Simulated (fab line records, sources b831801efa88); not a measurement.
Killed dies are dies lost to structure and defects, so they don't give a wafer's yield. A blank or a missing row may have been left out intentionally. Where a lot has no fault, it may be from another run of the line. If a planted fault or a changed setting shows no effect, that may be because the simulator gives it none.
Lot-split experiment :: flow gf180mcu :: 23 wafers read across 5 lots, on a route 602 steps long

== ON THE SPLIT ==
At GF_LVPWELL_IMPLANT_09, the setting energy_kev was moved away from the recipe's 60 on 11 of the 23 wafers read, by -5.7% to +5.6%. All remaining wafers had this setting at the recipe value.

The reading is taken at the split's own step.

== THE READING ==
In nm, at GF_LVPWELL_IMPLANT_09: implant.drp_nm, which is the simulator's own figure and was read by no gauge. The file does not state a usual value for it.

wafer: L074.1
tool, chamber at the split: implanter-03, 0
energy_kev as run: 57.41
against the recipe: -4.3%
implant.drp_nm, nm: 63.03
against lot-mates on the recipe: -1.50

wafer: L074.2
tool, chamber at the split: implanter-03, 0
energy_kev as run: 57.41
against the recipe: -4.3%
implant.drp_nm, nm: 63.03
against lot-mates on the recipe: -1.50

wafer: L074.3
tool, chamber at the split: implanter-03, 0
energy_kev as run: 60
against the recipe: recipe
implant.drp_nm, nm: 64.53
against lot-mates on the recipe: -

wafer: L074.5
tool, chamber at the split: implanter-03, 0
energy_kev as run: 60
against the recipe: recipe
implant.drp_nm, nm: 64.53
against lot-mates on the recipe: -

wafer: L074.6
tool, chamber at the split: implanter-03, 0
energy_kev as run: 60
against the recipe: recipe
implant.drp_nm, nm: 64.53
against lot-mates on the recipe: -

wafer: L075.1
tool, chamber at the split: implanter-01, 0
energy_kev as run: 62.29
against the recipe: +3.8%
implant.drp_nm, nm: 65.81
against lot-mates on the recipe: +1.28

wafer: L075.3
tool, chamber at the split: implanter-01, 0
energy_kev as run: 62.29
against the recipe: +3.8%
implant.drp_nm, nm: 65.81
against lot-mates on the recipe: +1.28

wafer: L075.6
tool, chamber at the split: implanter-01, 0
energy_kev as run: 62.29
against the recipe: +3.8%
implant.drp_nm, nm: 65.81
against lot-mates on the recipe: +1.28

wafer: L075.2
tool, chamber at the split: implanter-01, 0
energy_kev as run: 60
against the recipe: recipe
implant.drp_nm, nm: 64.53
against lot-mates on the recipe: -

wafer: L075.5
tool, chamber at the split: implanter-01, 0
energy_kev as run: 60
against the recipe: recipe
implant.drp_nm, nm: 64.53
against lot-mates on the recipe: -

wafer: L076.1
tool, chamber at the split: implanter-03, 0
energy_kev as run: 63.37
against the recipe: +5.6%
implant.drp_nm, nm: 66.39
against lot-mates on the recipe: +1.86

wafer: L076.4
tool, chamber at the split: implanter-03, 0
energy_kev as run: 63.37
against the recipe: +5.6%
implant.drp_nm, nm: 66.39
against lot-mates on the recipe: +1.86

wafer: L076.6
tool, chamber at the split: implanter-03, 0
energy_kev as run: 63.37
against the recipe: +5.6%
implant.drp_nm, nm: 66.39
against lot-mates on the recipe: +1.86

wafer: L076.3
tool, chamber at the split: implanter-03, 0
energy_kev as run: 60
against the recipe: recipe
implant.drp_nm, nm: 64.53
against lot-mates on the recipe: -

wafer: L076.5
tool, chamber at the split: implanter-03, 0
energy_kev as run: 60
against the recipe: recipe
implant.drp_nm, nm: 64.53
against lot-mates on the recipe: -

wafer: L081.1
tool, chamber at the split: implanter-03, 0
energy_kev as run: 56.56
against the recipe: -5.7%
implant.drp_nm, nm: 62.52
against lot-mates on the recipe: -2.01

wafer: L081.2
tool, chamber at the split: implanter-03, 0
energy_kev as run: 56.56
against the recipe: -5.7%
implant.drp_nm, nm: 62.52
against lot-mates on the recipe: -2.01

wafer: L081.6
tool, chamber at the split: implanter-03, 0
energy_kev as run: 56.56
against the recipe: -5.7%
implant.drp_nm, nm: 62.52
against lot-mates on the recipe: -2.01

wafer: L081.3
tool, chamber at the split: implanter-03, 0
energy_kev as run: 60
against the recipe: recipe
implant.drp_nm, nm: 64.53
against lot-mates on the recipe: -

wafer: L081.4
tool, chamber at the split: implanter-03, 0
energy_kev as run: 60
against the recipe: recipe
implant.drp_nm, nm: 64.53
against lot-mates on the recipe: -

wafer: L084.1
tool, chamber at the split: implanter-02, 0
energy_kev as run: 60
against the recipe: recipe
implant.drp_nm, nm: 64.53
against lot-mates on the recipe: -

wafer: L084.3
tool, chamber at the split: implanter-02, 0
energy_kev as run: 60
against the recipe: recipe
implant.drp_nm, nm: 64.53
against lot-mates on the recipe: -

wafer: L084.4
tool, chamber at the split: implanter-02, 0
energy_kev as run: 60
against the recipe: recipe
implant.drp_nm, nm: 64.53
against lot-mates on the recipe: -

THE FIT
A straight line over all 23 wafers: implant.drp_nm changes by +0.341 nm for each +1% of energy_kev; r = +1.00; the points scatter about the line by 0.024 nm.
The same after taking each lot's own level away (the mean of its wafers on the recipe; 23 wafers): +0.341 nm for each +1%; r = +1.00; scatter 0.024 nm.
That fit puts the effect of the largest move of energy_kev on the reading at 2 nm.
The lots' own levels span 64.530 to 64.530 nm.
Hence the lot-to-lot level has little effect on the slope; both slopes agree.
Check: with one of the wafers moved furthest among these (-5.7%) left out of the fit, the line predicts -1.97 nm for it against its lot-mates. It came out at -2.01 nm against them.

== OTHER SPLITS APPLIED TO THESE WAFERS ==
Other splits were also applied to these wafers ahead of the reading. Each is held against what the fit with the lots' levels taken away leaves over:
other split on the same wafers: GF_STI_COAT_07 resist_thk_nm
wafers away from the commonest value: 9
r with implant.drp_nm (lot level and that fit taken away): +0.06

other split on the same wafers: GF_STI_ETCH_14 time_s
wafers away from the commonest value: 11
r with implant.drp_nm (lot level and that fit taken away): -0.09

other split on the same wafers: GF_DNWELL_COAT_02 spin_rpm
wafers away from the commonest value: 8
r with implant.drp_nm (lot level and that fit taken away): -0.09

other split on the same wafers: GF_DNWELL_EXPOSE_04 dose_mj
wafers away from the commonest value: 8
r with implant.drp_nm (lot level and that fit taken away): -0.15

other split on the same wafers: GF_NWELL_COAT_02 resist_thk_nm
wafers away from the commonest value: 6
r with implant.drp_nm (lot level and that fit taken away): -0.12

other split on the same wafers: GF_NWELL_STRIP_10 o2_flow_sccm
wafers away from the commonest value: 6
r with implant.drp_nm (lot level and that fit taken away): -0.22

== THE WHOLE CHAIN: every reading that the file lists as answering this split, in the file's order ==
step: GF_LVPWELL_IMPLANT_09
what it does: 
reading: implant.rp_nm (the simulator's own value, which no gauge read)
change (the file's fit): +2.03 nm for each +1% of the setting
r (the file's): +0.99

step: GF_LVPWELL_IMPLANT_09
what it does: 
reading: implant.drp_nm (the simulator's own value, which no gauge read)
change (the file's fit): +0.341 nm for each +1% of the setting
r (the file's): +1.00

== FILE'S OWN FIT ==
implant.drp_nm changes by +0.341 nm for each +1% of energy_kev, r = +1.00.
